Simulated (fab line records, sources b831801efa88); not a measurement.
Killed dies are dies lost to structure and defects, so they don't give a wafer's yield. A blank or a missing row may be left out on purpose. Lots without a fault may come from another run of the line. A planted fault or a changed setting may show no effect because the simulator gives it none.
fab line records | flow sky130
record lots=5 wafers=15 last_day=50
route steps=708 shown DNWELL@42 PWDE@45 NWELL@56 PAD_OPEN@708
lots that met no fault: from a run of the same line without faults
start_h: hours from the record's first day to the start of the lot's first wafer shown | wait_h: hours since the lot's step before | " the same as in the row above | L1.1+2: a row that stands for several wafers | - no value, or no start given | * or withheld: withheld | < > ~ a bound
route shown NAME@n: a module of which the file shows steps, and the number in the route of the first | usual: mean/standard deviation of fault-free wafers | same: alike in all rows | chamber/n: place in a boat | sites: the reading at each site | _std_site: their standard deviation | _edge_site: outer sites' mean less inner sites' | radius_mm: how far each site lies from the wafer's centre | mask NAME#n: copy n | behind: the tool/chamber that last shaped the wafer | hold: why the lot was held/for how many hours/how that ended | device: the transistor (n, p or np) that didn't switch | end of line: the same wafers' tests at the end of the route | a step without rows: its recipe alone | killed: dies lost to structure and defects at the first sort, not the wafer's yield | map: a wafer's dies, x killed, . not, _ none there
set.NAME: the setting as run; set.NAME@STEP: as run at that earlier step | model.NAME: the simulator's own value behind a step, which no gauge read
lots at some steps of the route; a table a step, a row a wafer
services: from which hour (start_h, from the record's first day; less than 0 if before it) a tool's chamber was out of use, for how many hours, and why
## steps
# step SKY_DNWELL_IMPLANT_07
# recipe species=P energy_kev=withheld dose_cm2=withheld tilt_deg=withheld
# step SKY_DNWELL_STRIP_08
# recipe chemistry=O2/N2 power_w=1400 pressure_mtorr=1500 platen_temp_c=withheld o2_flow_sccm=3000 n2_flow_sccm=300 overash_fraction=0.5
# usual chamber_pressure_mTorr=1500.1/1.3 drypump_motor_current_A=5.11/0.21 oes_product_au=0.722/0.0043 strip_time_to_endpoint_s=36.91/0.074
# columns lot.wafer tool chamber start_h wait_h chamber_pressure_mTorr drypump_motor_current_A oes_product_au rf_hours_counter_h strip_time_to_endpoint_s
L487.1 plasma_asher-04 0 55.48 0.1 1501.8 5.43 0.718 38 37.01
L487.4 " 1 " " 1501.1 4.95 0.726 - 37.02
L487.6 " 0 " " 1496.6 5.46 0.723 - 36.98
L490.2 plasma_asher-03 0 69.91 0.1 1500.4 5.08 0.724 36 36.89
L490.3 " 1 " " 1499.5 5.30 0.712 - 36.93
L490.6 " 0 " " 1499.2 5.09 0.723 - 36.89
L491.3 plasma_asher-04 1 74.81 0.1 1499.2 4.94 0.722 - 37.03
L491.5 " 0 " " 1502.0 5.46 0.725 - 36.98
L491.6 " 1 " " 1499.3 4.97 0.720 - 36.95
L501.2 plasma_asher-02 1 126.81 0.1 1500.9 5.01 0.718 33 36.98
L501.4 " 1 " " 1499.2 5.02 0.710 - 36.89
L501.5 " 0 " " 1500.2 4.75 0.728 - 36.92
L508.2 plasma_asher-02 0 164.06 0.1 1502.8 4.74 0.723 37 36.88
L508.4 " 1 " " 1500.0 5.05 0.719 - 37.01
L508.5 " 0 " " 1499.1 4.76 0.726 - 36.89
# step SKY_DNWELL_TW_MEAS_09
# usual DNWELL_TW=1111/9.6
# columns lot.wafer tool chamber start_h wait_h DNWELL_TW
L487.1 film_metro-04 - 55.58 0.1 1108
L487.4 " - " " 1105
L487.6 " - " " 1107
L490.2 film_metro-03 - 70.02 0.1 1122
L490.3 " - " " 1120
L490.6 " - " " 1116
L491.3 film_metro-03 - 74.90 0.1 1128
L491.5 " - " " 1128
L491.6 " - " " 1126
L501.2 film_metro-04 - 126.92 0.1 1110
L501.4 " - " " 1115
L501.5 " - " " 1110
L508.2 film_metro-04 - 164.17 0.1 1121
L508.4 " - " " 1122
L508.5 " - " " 1127
# step SKY_PWDE_DEHYDRATE_00
# recipe temp_c=200 time_s=60
# step SKY_PWDE_HMDS_01
# recipe prime_time_s=60 prime_temp_c=120
# step SKY_PWDE_COAT_02
# recipe spin_rpm=2000 resist_thk_nm=3000
# step SKY_PWDE_SOFTBAKE_03
# recipe temp_c=110 time_s=withheld
# step SKY_PWDE_EXPOSE_04
# recipe mask_id=PWDEM na=0.6 source_shape=conventional sigma_outer=0.6 polarization=unpolarized target_cd_nm=840 dose_mj=214
# step SKY_PWDE_PEB_05
# recipe temp_c=115 time_s=withheld
# step SKY_PWDE_DEVELOP_06
# recipe wall_angle_deg=90 developer=TMAH develop_time_s=60 dev_temp_c=23
# step SKY_PWDE_OVL_MEAS_07
# usual PWDE_OVL=0.7/1.7
# columns lot.wafer tool chamber start_h wait_h PWDE_OVL[nm]
L487.1 overlay-01 - 70.92 - -1.3
L487.4 " - " " -2.4
L487.6 " - " " -1.3
L490.2 overlay-01 - 86.62 - 1.8
L490.3 " - " " -0.9
L490.6 " - " " 0.9
L491.3 overlay-01 - 91.38 - -0.1
L491.5 " - " " 0.0
L491.6 " - " " 0.2
L501.2 overlay-01 - 146.12 - -2.3
L501.4 " - " " -0.5
L501.5 " - " " -1.7
L508.2 overlay-02 - 185.51 - 1.9
L508.4 " - " " 1.4
L508.5 " - " " 1.0
# step SKY_PWDE_IMPLANT_08
# recipe species=B energy_kev=150 dose_cm2=3.6e+12 tilt_deg=withheld
# step SKY_PWDE_STRIP_09
# recipe chemistry=O2/N2 power_w=1400 pressure_mtorr=1500 platen_temp_c=withheld o2_flow_sccm=3000 n2_flow_sccm=300 overash_fraction=0.5
# usual chamber_pressure_mTorr=1499.9/1.3 drypump_motor_current_A=5.5/0.47 oes_product_au=0.722/0.0044 strip_time_to_endpoint_s=36.91/0.1
# columns lot.wafer tool chamber start_h wait_h chamber_pressure_mTorr drypump_motor_current_A oes_product_au rf_hours_counter_h strip_time_to_endpoint_s
L487.1 plasma_asher-04 1 71.11 0.1 1500.4 4.9 0.713 39 36.93
L487.4 " 0 " " 1499.5 5.5 0.722 - 36.94
L487.6 " 1 " " 1500.9 5.0 0.723 - 36.87
L490.2 plasma_asher-01 1 86.80 0.1 1499.0 6.0 0.717 41 36.78
L490.3 " 0 " " 1499.6 6.2 0.720 - 36.79
L490.6 " 1 " " 1499.4 6.1 0.720 - 36.79
L491.3 plasma_asher-04 0 91.59 0.1 1503.4 5.5 0.720 - 36.94
L491.5 " 0 " " 1500.8 5.5 0.725 - 36.79
L491.6 " 1 " " 1499.8 4.9 0.721 - 36.96
L501.2 plasma_asher-03 0 146.30 0.1 1498.8 5.1 0.716 44 37.00
L501.4 " 0 " " 1499.8 5.1 0.735 - 36.97
L501.5 " 1 " " 1499.9 5.3 0.723 - 37.02
L508.2 plasma_asher-01 1 185.69 0.1 1501.0 6.1 0.716 51 36.92
L508.4 " 1 " " 1499.0 6.1 0.720 - 37.04
L508.5 " 1 " " 1500.7 6.0 0.719 - 36.96
# step SKY_PWDE_TW_MEAS_10
# usual PWDE_TW=372/3.7
# columns lot.wafer tool chamber start_h wait_h PWDE_TW
L487.1 film_metro-04 - 71.21 0.1 374
L487.4 " - " " 376
L487.6 " - " " 375
L490.2 film_metro-02 - 86.91 0.1 367
L490.3 " - " " 369
L490.6 " - " " 370
L491.3 film_metro-04 - 91.68 0.1 375
L491.5 " - " " 374
L491.6 " - " " 376
L501.2 film_metro-02 - 146.41 0.1 369
L501.4 " - " " 367
L501.5 " - " " 369
L508.2 film_metro-02 - 185.80 0.1 368
L508.4 " - " " 367
L508.5 " - " " 367
# step SKY_NWELL_DEHYDRATE_03
# recipe temp_c=200 time_s=57.57
# step SKY_NWELL_HMDS_04
# recipe prime_time_s=60 prime_temp_c=120
# step SKY_NWELL_COAT_05
# recipe spin_rpm=2000 resist_thk_nm=3000
# step SKY_NWELL_SOFTBAKE_06
# recipe temp_c=110 time_s=withheld
# step SKY_NWELL_EXPOSE_07
# recipe mask_id=NWM na=0.6 source_shape=conventional sigma_outer=0.6 polarization=unpolarized target_cd_nm=840 dose_mj=255
# step SKY_NWELL_PEB_08
# recipe temp_c=115 time_s=withheld
# step SKY_NWELL_DEVELOP_09
# recipe wall_angle_deg=90 developer=TMAH develop_time_s=60 dev_temp_c=23
# step SKY_NWELL_OVL_MEAS_10
# usual NWELL_00_OVL=0.7/1.4
# columns lot.wafer tool chamber start_h wait_h NWELL_00_OVL[nm]
L487.1 overlay-01 - 87.61 - 0.6
L487.4 " - " " 0.0
L487.6 " - " " -1.2
L490.2 overlay-02 - 104.34 - -0.6
L490.3 " - " " 0.6
L490.6 " - " " 2.1
L491.3 overlay-02 - 108.83 - 1.1
L491.5 " - " " -1.0
L491.6 " - " " -1.2
L501.2 overlay-02 - 166.36 - 0.1
L501.4 " - " " 0.4
L501.5 " - " " -0.4
L508.2 overlay-02 - 206.41 - 0.7
L508.4 " - " " 2.5
L508.5 " - " " 1.3
# step SKY_NWELL_IMPLANT_11
# recipe species=P energy_kev=400 dose_cm2=1.9e+13 tilt_deg=withheld
# step SKY_NWELL_IMPLANT_12
# recipe species=P energy_kev=120 dose_cm2=1.3e+12 tilt_deg=withheld
# step SKY_NWELL_IMPLANT_13
# recipe species=P energy_kev=50 dose_cm2=7e+11 tilt_deg=withheld
# step SKY_NWELL_STRIP_14
# recipe chemistry=O2/N2 power_w=1400 pressure_mtorr=1500 platen_temp_c=withheld o2_flow_sccm=3000 n2_flow_sccm=300 overash_fraction=0.5
# usual chamber_pressure_mTorr=1499.9/1.4 drypump_motor_current_A=5.3/0.5 oes_product_au=0.723/0.0042 strip_time_to_endpoint_s=36.88/0.09
# columns lot.wafer tool chamber start_h wait_h chamber_pressure_mTorr drypump_motor_current_A oes_product_au rf_hours_counter_h strip_time_to_endpoint_s
L487.1 plasma_asher-02 1 88.09 0.1 1498.6 5.0 0.713 29 37.01
L487.4 " 0 " " 1499.8 4.8 0.713 - 37.00
L487.6 " 1 " " 1500.4 5.0 0.722 - 36.92
L490.2 plasma_asher-02 0 104.82 0.1 1501.3 4.8 0.717 31 36.84
L490.3 " 1 " " 1499.0 5.0 0.724 - 36.88
L490.6 " 0 " " 1499.2 4.8 0.719 - 36.88
L491.3 plasma_asher-01 1 109.34 0.1 1500.5 6.0 0.723 - 36.74
L491.5 " 1 " " 1500.3 6.0 0.721 - 36.86
L491.6 " 0 " " 1501.2 6.2 0.714 - 36.79
L501.2 plasma_asher-03 0 166.84 0.1 1502.1 5.1 0.715 46 36.77
L501.4 " 1 " " 1497.6 5.3 0.716 - 36.84
L501.5 " 0 " " 1499.2 5.1 0.725 - 36.76
L508.2 plasma_asher-02 1 206.89 0.1 1499.5 5.0 0.723 41 36.94
L508.4 " 1 " " 1499.8 5.0 0.713 - 36.78
L508.5 " 0 " " 1498.6 4.8 0.721 - 36.87
# step SKY_NWELL_TW_MEAS_15
# usual NWELL_TW=1823/15
# columns lot.wafer tool chamber start_h wait_h NWELL_TW
L487.1 film_metro-04 - 88.19 0.1 1822
L487.4 " - " " 1818
L487.6 " - " " 1843
L490.2 film_metro-02 - 104.93 0.1 1801
L490.3 " - " " 1793
L490.6 " - " " 1803
L491.3 film_metro-02 - 109.42 0.1 1789
L491.5 " - " " 1790
L491.6 " - " " 1799
L501.2 film_metro-03 - 166.95 0.1 1830
L501.4 " - " " 1820
L501.5 " - " " 1832
L508.2 film_metro-03 - 207.00 0.1 1826
L508.4 " - " " 1828
L508.5 " - " " 1824
# step SKY_NWELL_DEHYDRATE_16
# recipe temp_c=200 time_s=60
# step SKY_NWELL_HMDS_17
# recipe prime_time_s=60 prime_temp_c=120
# step SKY_NWELL_COAT_18
# recipe spin_rpm=2000 resist_thk_nm=3000
# step SKY_NWELL_SOFTBAKE_19
# recipe temp_c=110 time_s=withheld
# step SKY_NWELL_EXPOSE_20
# recipe mask_id=NWM_COMPLEMENT na=0.6 source_shape=conventional sigma_outer=0.6 polarization=unpolarized target_cd_nm=840 dose_mj=260
# step SKY_NWELL_PEB_21
# recipe temp_c=115 time_s=withheld
# step SKY_NWELL_DEVELOP_22
# recipe wall_angle_deg=90 developer=TMAH develop_time_s=60 dev_temp_c=23
# step SKY_NWELL_OVL_MEAS_23
# usual NWELL_01_OVL=-0.2/1.5
# columns lot.wafer tool chamber start_h wait_h NWELL_01_OVL[nm]
L487.1 overlay-01 - 105.27 - -2.3
L487.4 " - " " -2.0
L487.6 " - " " -1.9
L490.2 overlay-02 - 122.59 - 2.2
L490.3 " - " " 0.7
L490.6 " - " " 1.5
L491.3 overlay-02 - 127.23 - 0.4
L491.5 " - " " 0.5
L491.6 " - " " -0.2
L501.2 overlay-02 - 187.32 - -1.5
L501.4 " - " " -1.0
L501.5 " - " " -0.6
L508.2 overlay-01 - 228.71 - -2.1
L508.4 " - " " -2.3
L508.5 " - " " -2.8
# step SKY_NWELL_IMPLANT_24
# recipe species=B energy_kev=140 dose_cm2=9.2e+12 tilt_deg=withheld
# step SKY_NWELL_STRIP_25
# recipe chemistry=O2/N2 power_w=1400 pressure_mtorr=1500 platen_temp_c=withheld o2_flow_sccm=3000 n2_flow_sccm=300 overash_fraction=0.5
# usual chamber_pressure_mTorr=1500.1/1.3 drypump_motor_current_A=5.5/0.56 oes_product_au=0.722/0.0051 strip_time_to_endpoint_s=36.91/0.093
# columns lot.wafer tool chamber start_h wait_h chamber_pressure_mTorr drypump_motor_current_A oes_product_au rf_hours_counter_h strip_time_to_endpoint_s
L487.1 plasma_asher-01 0 105.45 0.1 1499.0 6.2 0.720 43 36.99
L487.4 " 1 " " 1501.5 6.0 0.718 - 36.97
L487.6 " 0 " " 1500.2 6.2 0.725 - 37.01
L490.2 plasma_asher-02 0 122.77 0.1 1501.5 4.8 0.723 33 36.98
L490.3 " 1 " " 1498.9 5.0 0.714 - 36.95
L490.6 " 1 " " 1498.1 5.0 0.722 - 36.95
L491.3 plasma_asher-03 1 127.44 0.1 1499.8 5.3 0.719 - 36.96
L491.5 " 0 " " 1500.1 5.1 0.721 - 36.92
L491.6 " 1 " " 1500.9 5.3 0.720 - 37.01
L501.2 plasma_asher-02 0 187.50 0.1 1501.9 4.8 0.725 39 36.76
L501.4 " 1 " " 1498.3 5.0 0.725 - 36.92
L501.5 " 0 " " 1498.6 4.7 0.715 - 36.88
L508.2 plasma_asher-02 0 228.89 0.1 1498.7 4.8 0.716 43 36.92
L508.4 " 0 " " 1499.8 4.8 0.729 - 36.87
L508.5 " 1 " " 1502.0 5.0 0.721 - 36.91
# step SKY_NWELL_TW_MEAS_26
# usual NWELL_2_TW=495/4.5
# columns lot.wafer tool chamber start_h wait_h NWELL_2_TW
L487.1 film_metro-04 - 105.55 0.1 495
L487.4 " - " " 498
L487.6 " - " " 495
L490.2 film_metro-02 - 122.88 0.1 489
L490.3 " - " " 489
L490.6 " - " " 491
L491.3 film_metro-03 - 127.52 0.1 496
L491.5 " - " " 499
L491.6 " - " " 495
L501.2 film_metro-03 - 187.61 0.1 502
L501.4 " - " " 503
L501.5 " - " " 502
L508.2 film_metro-02 - 229.00 0.1 495
L508.4 " - " " 494
L508.5 " - " " 492
# step SKY_NWELL_CLEAN_27
# recipe chemistry=SC1/SC2 mix=1:4:20 temp_c=70 time_s=150 dry=n2_spin
# step SKY_NWELL_RTA_28
# recipe temp_c=1050 time_s=30 idle_temp_c=650 ramp_up_c_per_s=150 ramp_down_c_per_s=90 ambient=N2
# usual lamp_power_pct=25.31/0.054 wafer_temp_C_max=1054.8/0.94
# same time_s=30
# columns lot.wafer tool chamber start_h wait_h lamp_power_pct wafer_temp_C_max
L487.1 rtp_anneal-01 0 105.66 0.0 25.33 1054.0
L487.4 " 0 " " 25.36 1055.2
L487.6 " 0 " " 25.24 1054.8
L490.2 rtp_anneal-01 0 122.99 0.0 25.20 1055.2
L490.3 " 0 " " 25.32 1055.6
L490.6 " 0 " " 25.33 1054.5
L491.3 rtp_anneal-01 0 127.65 0.0 25.28 1054.0
L491.5 " 0 " " 25.27 1053.3
L491.6 " 0 " " 25.27 1054.0
L501.2 rtp_anneal-02 0 187.78 0.0 25.36 1052.8
L501.4 " 0 " " 25.31 1054.8
L501.5 " 0 " " 25.27 1053.8
L508.2 rtp_anneal-02 0 229.12 0.0 25.33 1056.0
L508.4 " 0 " " 25.32 1055.1
L508.5 " 0 " " 25.44 1056.4
# step SKY_NWELL_RS_MEAS_29
# recipe thk_meas_gauge=four-point-probe
# usual NWELL_RS=624.4/1.7
# columns lot.wafer tool chamber start_h wait_h NWELL_RS[ohm/sq]
L487.1 film_metro-02 - 105.76 0.1 625.7
L487.4 " - " " 626.0
L487.6 " - " " 626.3
L490.2 film_metro-04 - 123.10 0.1 624.0
L490.3 " - " " 625.5
L490.6 " - " " 624.2
L491.3 film_metro-02 - 127.75 0.1 625.2
L491.5 " - " " 626.1
L491.6 " - " " 629.3
L501.2 film_metro-04 - 187.88 0.1 622.6
L501.4 " - " " 624.2
L501.5 " - " " 622.9
L508.2 film_metro-03 - 229.22 0.1 626.1
L508.4 " - " " 626.8
L508.5 " - " " 625.2
# step SKY_PAD_OPEN_PROBE_99
# usual killed_at_M0_to_M3=43/7.1 killed_at_M4_up=3/1.7 killed_at_contacts=25/5.6 killed_at_front_end=16/4.1 killed_at_other=0.2/0.49 killed_dies=87/9.8 killed_open=47/7.6 killed_short=40/6.1
# same gross_dies=492 killed_at_back_side=0
# columns lot.wafer tool chamber start_h wait_h killed_at_M0_to_M3 killed_at_M4_up killed_at_contacts killed_at_front_end killed_at_other killed_dies killed_open killed_short
L491.3 prober-01 - 1093.29 0.2 26 2 31 10 0 69 39 30
L491.5 prober-01 - 1093.39 0.2 35 2 18 18 0 73 43 30
L491.6 prober-01 - 1093.44 0.2 47 0 31 15 0 93 48 45
L501.2 prober-02 - 1157.49 0.1 39 4 33 16 0 92 47 45
L501.4 prober-02 - 1157.59 0.2 41 4 34 21 0 100 63 37
L501.5 prober-02 - 1157.64 0.2 47 1 43 13 0 104 66 38
L508.2 prober-01 - 1190.27 0.1 35 1 28 47 0 111 44 35
L508.4 prober-01 - 1190.37 0.2 45 2 21 52 0 120 48 38
L508.5 prober-01 - 1190.42 0.2 36 2 27 43 1 109 40 34
# killed by level:class
L491.3 CONTACT:geometric_particle:open=10 VIA1:geometric_particle:open=8 LI_CONTACT:geometric_particle:open=7 CONTACT:geometric_particle:short=5 VIA2:geometric_particle:open=5 LOCAL_INTERCONNECT:geometric_particle:short=4 METAL1:geometric_particle:short=4 FIELD_ISO:geometric_particle:short=3
L491.5 LI_CONTACT:geometric_particle:open=10 VIA3:geometric_particle:open=7 VIA2:geometric_particle:open=6 POLY_GATE:geometric_particle:open=5 VIA1:geometric_particle:short=5 VIA1:geometric_particle:open=5 SPACER:geometric_particle:short=4 LOCAL_INTERCONNECT:geometric_particle:short=4
L491.6 VIA1:geometric_particle:open=11 CONTACT:geometric_particle:open=10 LI_CONTACT:geometric_particle:open=9 VIA1:geometric_particle:short=9 VIA3:geometric_particle:short=7 VIA3:geometric_particle:open=5 POLY_GATE:geometric_particle:short=4 POLY_GATE:geometric_particle:open=4
L501.2 LI_CONTACT:geometric_particle:open=10 VIA3:geometric_particle:open=10 CONTACT:geometric_particle:short=8 CONTACT:geometric_particle:open=7 VIA1:geometric_particle:open=7 METAL1:geometric_particle:short=6 LOCAL_INTERCONNECT:geometric_particle:short=5 METAL4:geometric_particle:short=4
L501.4 CONTACT:geometric_particle:open=19 VIA2:geometric_particle:open=9 VIA1:geometric_particle:open=9 FIELD_ISO:geometric_particle:open=6 CONTACT:geometric_particle:short=6 VIA3:geometric_particle:open=6 LOCAL_INTERCONNECT:geometric_particle:short=5 METAL1:geometric_particle:short=5
L501.5 CONTACT:geometric_particle:open=16 VIA1:geometric_particle:open=16 LI_CONTACT:geometric_particle:open=13 CONTACT:geometric_particle:short=11 VIA2:geometric_particle:open=6 METAL1:geometric_particle:open=5 FIELD_ISO:geometric_particle:short=4 METAL2:geometric_particle:short=4
L508.2 PWDE:unspecified=32 LI_CONTACT:geometric_particle:open=9 VIA1:geometric_particle:open=9 CONTACT:geometric_particle:open=7 FIELD_ISO:geometric_particle:short=6 CONTACT:geometric_particle:short=5 FIELD_ISO:geometric_particle:open=4 LOCAL_INTERCONNECT:geometric_particle:short=4
L508.4 PWDE:unspecified=34 CONTACT:geometric_particle:open=10 VIA1:geometric_particle:open=8 METAL1:geometric_particle:short=7 VIA1:geometric_particle:short=7 VIA3:geometric_particle:open=7 CONTACT:geometric_particle:short=6 FIELD_ISO:geometric_particle:open=5
L508.5 PWDE:unspecified=35 CONTACT:geometric_particle:open=13 VIA1:geometric_particle:open=8 VIA1:geometric_particle:short=6 VIA2:geometric_particle:open=6 LI_CONTACT:geometric_particle:open=5 CONTACT:geometric_particle:short=5 VIA3:geometric_particle:open=5
# map L508.4 (x killed, . not)
__________.x.......x_________
________.....x.......x_______
______............x..x.._____
_____....x.x.x.x.......x.____
____.......xx..x...x......___
___xx...............x......__
__xxxx.x............x.....x._
_xxxxx............x..........
_xxxxxxxx..............xx.x..
_xxxxx.x...x.x...xx...x......
_xxxxx..........x....x.....xx
_xxxxx......x...........x....
_xxxxx.......x...............
_.xx.....x......x...x.x......
_x..............x.x..x....xx.
__..x..x.x....x.x...x...x..._
___..........x......xx...x.__
____x..x.x....x..........x___
_____.x...x......x.....x.____
______..xx.x...x.....x.._____
________xx.xx....x...._______
__________....x..xx._________
# map L490.3 (x killed, . not)
__________x...x....._________
________..x..........._______
______....x......x....xx_____
_____...x.x........x....x____
____x...x................x___
___x....x...........x..x...__
__...x...x.x.......x...xxx.x_
_.........x.x..x...x.........
_....x....xx....x........x...
_.x.x...x...x.x....x.........
_x.....x.......xx..x........x
_............xxx..........x.x
_.x.xx....x..................
_..............x..x...x....x.
_x..x......x........xx...x...
__.....x....x..x..xx...x...._
___......xx......xxx.x.xx..__
____..x....x..............___
_____.....x..x..x....x...____
______x.....x..x.......x_____
________..x..x........_______
__________.........._________
## services
# columns tool chamber start_h hours kind
plasma_asher-04 - 108.75 9.0 pm
plasma_asher-04 0 108.75 9.0 vent_cycle
plasma_asher-04 1 108.75 9.0 vent_cycle
plasma_asher-04 0 117.75 - clean
plasma_asher-04 1 117.75 - clean
plasma_asher-03 - 161.87 0.6 repair
plasma_asher-02 - 164.24 0.3 repair
plasma_asher-01 - 182.47 1.2 repair
plasma_asher-04 - 218.97 2.8 pm
## key
first_sign step=SKY_PAD_OPEN_PROBE_99 reading=killed_at_front_end direction=up sigmas=7.8 usual=16 struck=47
effect step=SKY_PAD_OPEN_PROBE_99 reading=killed_dies direction=up sigmas=2.7 usual=87 struck=113
met_at SKY_PWDE_STRIP_09
struck_wafers L508.2,L508.4,L508.5
tester_left_out L508
onset_between 86.80 185.69
also_fits time
fault kind=chamber_particle_source tool=plasma_asher-01 chamber=1 onset_h=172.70 steps=SKY_PWDE_STRIP_09 rate_per_visit_cm2=1.5283 end_h=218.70
# tester_left_out: of these lots the tester's yield and bins aren't shown, on N5 and GAA mostly nor the transistor test; their killed dies are dies lost to structure and defects alone, not to doping, threshold or leakage, so they don't give the yield
